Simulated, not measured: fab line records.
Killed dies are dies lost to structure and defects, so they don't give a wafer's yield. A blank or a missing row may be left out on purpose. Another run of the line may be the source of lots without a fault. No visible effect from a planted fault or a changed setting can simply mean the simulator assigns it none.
Chamber matching	flow sfq_line	4 sister chambers for SFQ_TRILAYER_I1_CMP_CMP_046 on cmp-02
The step polishes SiO2. 14 wafers are shown with their chamber, then 7 later ones without.

== WAFERS, EACH WITH ITS CHAMBER ==
wafer	chamber	motor_current_A (A)	platen_rpm (rpm)	time_to_endpoint_s (s)
L671.1	2	11.8	60.01	204
L671.5	0	8.6	60.00	221
L671.6	1	12.0	60.03	209
L672.1	3	9.7	60.04	199
L672.5	1	12.0	60.05	213
L672.6	0	8.2	59.96	216
L675.1	3	8.8	60.02	207
L675.4	0	8.8	59.99	215
L675.3	2	11.1	60.04	213
L681.2	3	9.5	59.96	209
L681.5	0	8.8	59.95	227
L681.6	3	9.1	60.01	213
L682.1	3	9.1	60.02	208
L682.3	0	8.9	59.98	209

SIGNATURES (averages over the wafers above)
reading	chamber 0	chamber 1	chamber 2	chamber 3	scatter within a chamber
motor_current_A	8.660	12.000	11.450	9.240	0.327
platen_rpm	59.9760	60.0400	60.0250	60.0100	0.0244
time_to_endpoint_s	217.60	211.00	208.50	207.20	5.8
Rule: for a wafer and a chamber, the distance is found by dividing, reading by reading, the gap between the wafer's reading and the chamber's mean by the reading's scatter, squaring, summing and taking the root. The wafer belongs to the nearest chamber; if the next one is less than 2 further off, it can't be placed. The scatter is the square root of a quotient: the sum, over the shown wafers, of each reading's squared deviation from its chamber's mean, divided by wafers minus chambers.

== WAFERS WITHOUT THEIR CHAMBER ==
wafer	motor_current_A (A)	platen_rpm (rpm)	time_to_endpoint_s (s)
L682.4	11.5	59.98	211
L683.1	8.4	59.95	209
L683.4	11.9	60.01	214
L683.6	9.4	60.01	209
L694.2	11.2	59.97	228
L694.5	8.6	60.00	229
L694.6	9.0	60.00	222

== WHICH CHAMBER EACH WENT THROUGH ==
wafer	from the rows above	in truth
L682.4	can't be placed: 2 or 1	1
L683.1	can't be placed: 0 or 3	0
L683.4	can't be placed: 1 or 2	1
L683.6	3	3
L694.2	can't be placed: 2 or 1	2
L694.5	0	0
L694.6	can't be placed: 0 or 3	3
Correctly placed: 2 of 7. From these rows, 5 cannot be placed; in 5 the true chamber is one of the candidates. Number placed wrongly: 0.
